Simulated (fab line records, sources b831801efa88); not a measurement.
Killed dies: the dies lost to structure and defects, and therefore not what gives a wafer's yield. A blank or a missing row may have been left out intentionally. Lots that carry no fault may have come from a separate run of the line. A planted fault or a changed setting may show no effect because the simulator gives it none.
Which tool is to blame?	flow sky130	at 1 step of a route of 708, 15 lots with 45 wafers sampled

## WHAT EACH GAUGE READ, for each wafer
SKY_METAL2_THK_MEAS_06: measures by xrf. Usual: for METAL2_ALCU_THK the level is 243 nm and the standard deviation is 4.1.
lot	measured	on	METAL2_ALCU_THK (nm)	flag
L337	day 34 05:32	film-metro-03	242 240 241	
L339	day 34 20:08	film-metro-04	237 243 235	
L340	day 35 06:39	film-metro-01	244 241 241	
L341	day 35 14:04	film-metro-01	238 239 241	
L342	day 35 17:26	film-metro-01	246 240 240	
L343	day 36 02:20	film-metro-03	243 241 239	
L344	day 36 10:58	film-metro-03	248 250 246	
L345	day 36 23:31	film-metro-03	239 243 240	
L352	day 38 23:26	film-metro-01	242 240 244	
L354	day 39 14:59	film-metro-01	243 238 238	
L355	day 39 20:07	film-metro-04	243 241 241	
L356	day 40 00:44	film-metro-01	246 242 241	
L358	day 40 14:25	film-metro-01	237 239 233	
L359	day 40 20:08	film-metro-04	253 250 251	
L360	day 41 10:31	film-metro-01	240 243 240	

## TOOL THAT RAN EACH LOT (tool first, then ch and the chambers of the sampled wafers, then the start)
The record holds no process step before these readings.

## AS READ BY THE TOOLS THEMSELVES (means over the sampled wafers that have a number; for cases with no such wafer, the mark the record gives instead)
The record holds no such reading with a usual standard deviation.

## THE ANSWER, worked out from the rows above alone
Rule: lot off if the mean of its wafers having a number is beyond 3 standard deviations from the usual mean. Also off: a lot with no number at a reading for which 4 or more lots have one. The other lots that the step has rows for count as sound. The gauges are gone through in route order, then the tools' own readings, and for those a lot's mean is taken as printed above. At the first step where some lot is off, the reading lying furthest off is the one used; lots without a number count as furthest.
Nothing can be told from this: no lot is off at any reading shown.

## WHAT HAD BEEN PUT IN BY THE SIMULATOR
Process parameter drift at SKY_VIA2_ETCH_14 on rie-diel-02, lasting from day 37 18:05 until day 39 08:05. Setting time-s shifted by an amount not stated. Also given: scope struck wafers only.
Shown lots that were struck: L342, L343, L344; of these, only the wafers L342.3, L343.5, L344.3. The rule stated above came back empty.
